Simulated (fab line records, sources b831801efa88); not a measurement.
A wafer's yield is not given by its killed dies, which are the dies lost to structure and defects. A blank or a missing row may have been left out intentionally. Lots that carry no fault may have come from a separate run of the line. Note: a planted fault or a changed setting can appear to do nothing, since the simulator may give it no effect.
Matching of chambers | flow gf180mcu | cmp-02 running GF_V1_CMP_26: 4 sister chambers
The step polishes, stops on SiO2, t overpolish 15 s, target thk 0 nm. 4 wafers are shown with their chamber, then 9 later ones without.

## EACH WAFER AND ITS CHAMBER
wafer  | chamber | motor_current_A (A)
L586.5 | 0       | 10.3
L591.1 | 1       | 10.6
L591.3 | 3       | 12.0
L591.4 | 2       | 9.3

## WAFERS WITHOUT THEIR CHAMBER
wafer  | motor_current_A (A)
L592.1 | 10.9
L592.2 | 10.0
L592.3 | 9.4
L600.2 | 10.5
L600.5 | 9.1
L600.6 | 12.0
L605.2 | 10.2
L605.4 | 11.2
L605.6 | 11.1

## EACH ONE'S CHAMBER
wafer  | from the rows above          | in truth
L592.1 | can't be placed: 1 or 0      | 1
L592.2 | can't be placed: 0 or 1 or 2 | 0
L592.3 | 2                            | 2
L600.2 | can't be placed: 1 or 0      | 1
L600.5 | 2                            | 2
L600.6 | 3                            | 3
L605.2 | can't be placed: 0 or 1      | 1
L605.4 | can't be placed: 1 or 3 or 0 | 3
L605.6 | can't be placed: 1 or 0 or 3 | 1
Correct placement for 3 of the 9. Can't be placed from these rows: 6 (the true chamber is among the candidates in 6). Placed wrongly: 0.
How it was worked out, from the rows above alone: a wafer's distance from a chamber is the root of the sum, over the readings, of the square of ((its reading less the chamber's mean) divided by the reading's scatter). If the next closest chamber is less than 2 further off than the closest, the wafer can't be placed; otherwise it belongs to the closest. A chamber's mean is the mean of its shown wafers. The scatter (one wafer shown for each chamber): square how far every hidden wafer sits from the nearest shown wafer, average those squares and take the square root.
